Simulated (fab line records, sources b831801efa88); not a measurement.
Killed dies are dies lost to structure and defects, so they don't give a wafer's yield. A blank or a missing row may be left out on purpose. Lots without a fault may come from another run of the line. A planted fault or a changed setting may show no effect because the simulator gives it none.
A struck lot beside a sound one | flow sky130 | 15 steps out of a route of 708
Sound: wafers L106.1, L106.4, L106.5. Struck: wafers L115.2, L115.3, L115.4. The cause comes at the end.
At each step with rows: each side's tool, then ch and its chambers, then its first start. Under that, the readings that differ: sound wafers | struck wafers | difference of the means | sigmas: that difference in standard deviations of wafers without a fault.
alike: readings whose means differ by less than 2 such deviations, and words and numbers that are the same on both sides. not compared: withheld readings, readings that some wafer has no value for, bounds like >300 that may hide the same value, and numbers for which the record gives no deviation and whose values overlap.
The two part at a step that has a row with sigmas, a row that says differs or no value, or rows on one side only. Numbers that don't overlap but have no deviation are shown without sigmas and don't part them. A reading that every wafer of one side lacks parts them only if that side has two wafers or more.

first, 6 steps without rows for these wafers: SKY_METAL4_COAT_07 (resist thk 60 nm); SKY_METAL4_COAT_08 (resist thk 1140 nm); SKY_METAL4_SOFTBAKE_09 (time 90 s); SKY_METAL4_EXPOSE_10 (exposes mask MM4, target cd 300 nm); SKY_METAL4_PEB_11; SKY_METAL4_DEVELOP_12 (develop time 60 s).
SKY_METAL4_CD_MEAS_13: target cd 300 nm.
  sound on cd_sem-01, day 42 11:47; struck on cd_sem-02, day 44 22:53
  alike: cd_nm
SKY_METAL4_OVL_MEAS_14:
  sound on overlay-01, day 42 11:54; struck on overlay-02, day 44 22:59
  alike: METAL4_OVL
SKY_METAL4_DESCUM_15: chemistry O2, time 8 s.
  sound on rie_metal-04 ch 0,1, day 42 11:56; struck on rie_metal-03 ch 0,1, day 44 23:01
  alike: drypump_motor_current_A, oes_product_au
  not compared: rf_hours_counter_h
SKY_METAL4_ETCH_16: etches BARC in N2/H2, stops on SiO2, time 88.2 s, target depth 60 nm.
  sound on rie_metal-04 ch 0,1, day 42 11:58; struck on rie_metal-03 ch 0,1, day 44 23:02
  alike: drypump_motor_current_A, n2_flow_sccm, oes_product_au, throttle_valve_pct
  not compared: rf_hours_counter_h
SKY_METAL4_ETCH_17: etches SiO2 in C4F8/O2/Ar, stops on TiN, time 3.9 s, target depth 15 nm.
  sound on rie_diel-04 ch 1,2, day 42 12:04; struck on rie_diel-02 ch 0,1, day 44 23:08
  alike: oes_product_au
SKY_METAL4_METAL_ETCH_18: etches the open film in Cl2/BCl3, stops on SiO2, target depth 845 nm, time 183.1 s.
  sound on rie_metal-01 ch 0,1, day 42 12:05; struck on rie_metal-01 ch 0,1, day 44 23:10
  alike: drypump_motor_current_A, oes_product_au, throttle_valve_pct
  not compared: rf_hours_counter_h
SKY_METAL4_STRIP_19: strips in O2/N2.
  sound on plasma_asher-03 ch 0,1, day 42 12:16; struck on plasma_asher-03 ch 0,1, day 44 23:20
  no value came back on the struck wafers for any of 5 readings (chamber_pressure_mTorr (mTorr), drypump_motor_current_A (A) and others); on the sound wafers chamber_pressure_mTorr (mTorr) reads 1499.1 1498.5 1501.2
  reading                                       | sound | struck            | difference | sigmas
  model.KrF-thick_of_METAL4_COAT_08.thk_nm (nm) | 0 0 0 | 510.4 512.2 510.3 | +511.0     |
  not compared: rf_hours_counter_h
then, 1 step without rows for these wafers: SKY_METAL4_STRIP_20 (strips in post etch residue remover, time 1200 s).
-- the record jumps here: 4 days lie between the struck wafers' starts before and after (it left off in module METAL4 and takes up again in module PAD_OPEN, whose first step shown is number 708 of the route) --
SKY_PAD_OPEN_PROBE_99:
  sound on prober-02, day 46 11:51; struck on prober-02, day 48 16:01
  reading                  | sound          | struck                                                               | difference                   | sigmas
  hold                     | - - -          | await_dispo/5.1h/scrap await_dispo/5.1h/scrap await_dispo/5.1h/scrap | no value on the sound wafers |
  defect_limited_yield (%) | 82.7 83.3 79.5 | 0 0 0                                                                | -82                          | -41
  killed_at_M4_up          | 2 2 2          | 417 405 422                                                          | +413                         | +99 or more
  killed_at_contacts       | 27 26 30       | 19 15 14                                                             | -12                          | -2
  killed_dies              | 85 82 101      | 492 492 492                                                          | +403                         | +41
  killed_on_rim            | 17 23 19       | 96 96 96                                                             | +76                          | +21
  sort_bin_5_function (%)  | 10.6 9.8 11.8  | 92.9 93.7 93.5                                                       | +82.6                        | +55
  sort_n_pass              | 407 410 391    | 0 0 0                                                                | -403                         | -41
  sort_yield_pct (%)       | 82.7 83.3 79.5 | 0 0 0                                                                | -82                          | -41
  alike: killed_at_M0_to_M3, killed_at_front_end, killed_at_other, killed_open, killed_short, sort_bin_3_pad_short, sort_bin_6_memory

WHERE THEY PART
First at SKY_METAL4_STRIP_19; last, within this record, at SKY_PAD_OPEN_PROBE_99.

WHY: what the simulator had put in
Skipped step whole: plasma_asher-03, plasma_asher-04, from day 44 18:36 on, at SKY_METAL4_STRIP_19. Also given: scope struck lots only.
